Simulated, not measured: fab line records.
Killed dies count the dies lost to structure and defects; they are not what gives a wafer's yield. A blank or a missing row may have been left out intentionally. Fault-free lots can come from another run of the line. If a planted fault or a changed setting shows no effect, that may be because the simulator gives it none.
2 desks looking at one fault    flow gf180mcu    each desk has only its own numbers; what lay behind them comes last

## DESK OF THE TOOL OWNER: rie diel-04
The tool's own readings at GF_V2_ETCH_17 (etches SiO2 in C4F8/O2/Ar, stops on TiN, target depth 630 nm): means of the sampled wafers that have a number, for each lot that ran on this tool. If a lot's mean is further than 4 standard deviations from the usual mean, the lot is out of limits and carries the mark OUT (the distance appears in the brackets).
Columns: A = bias w at GF_V2_ETCH_17, usual 1200 W; B = oes product au at GF_V2_ETCH_17, usual 0.856 a.u.
lot   first seen here  A                B
L221  day 23 04:00     1200             0.852
L222  day 23 08:00     1203             0.856
L224  day 24 06:00     1199             0.855
L225  day 24 14:00     1201             0.859
L226  day 24 21:00     1200             0.856
L227  day 25 01:00     1192             0.853
L234  day 27 05:00     1231 (+8.2) OUT  0.858
L235  day 27 12:00     1228 (+7.4) OUT  0.859
This desk finds L234, L235 out of limits, L234 being first, at day 27 05:00 (bias w at GF_V2_ETCH_17). Within limits: L221, L222, L224, L225, L226, L227.

## METROLOGY DESK
What the gauges read for every lot (on any tool): the sampled wafers with a number, averaged. If a lot's mean is further than 4 standard deviations from the usual mean, the lot is out of limits and carries the mark OUT (the distance appears in the brackets).
Columns: A = M2_OVL at GF_M2_OVL_MEAS_15, usual 8 nm
lot   first seen here  A
L218  day 20 23:40     1
L219  day 21 12:03     7
L221  day 22 04:24     11
L222  day 22 07:52     9
L224  day 23 06:37     9
L225  day 23 15:00     2
L226  day 23 22:46     10
L227  day 24 02:04     13
L231  day 25 07:27     14
L232  day 25 13:51     16
L233  day 26 03:04     7
L234  day 26 06:40     5
L235  day 26 14:11     12
This desk's finding: nothing out of limits on any of the 13 lots.

## ALL TOGETHER
The tool owner's desk could have raised an alarm at day 27 05:00, on L234, L235.
The metrology desk saw nothing out of limits.
The metrology desk has L234, L235 on record, within its limits.
All the named lots went through GF_V2_ETCH_17 on rie diel-04.

## WHAT WAS PUT IN BY THE SIMULATOR
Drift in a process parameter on rie diel-04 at GF_V2_ETCH_17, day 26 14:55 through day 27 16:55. A move of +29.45 in setting bias w, from 1200. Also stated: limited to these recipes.
Lots struck among those shown: L234, L235.
Time in hours from fault onset to the first out-of-limits reading at each desk: the tool owner's desk, 14.
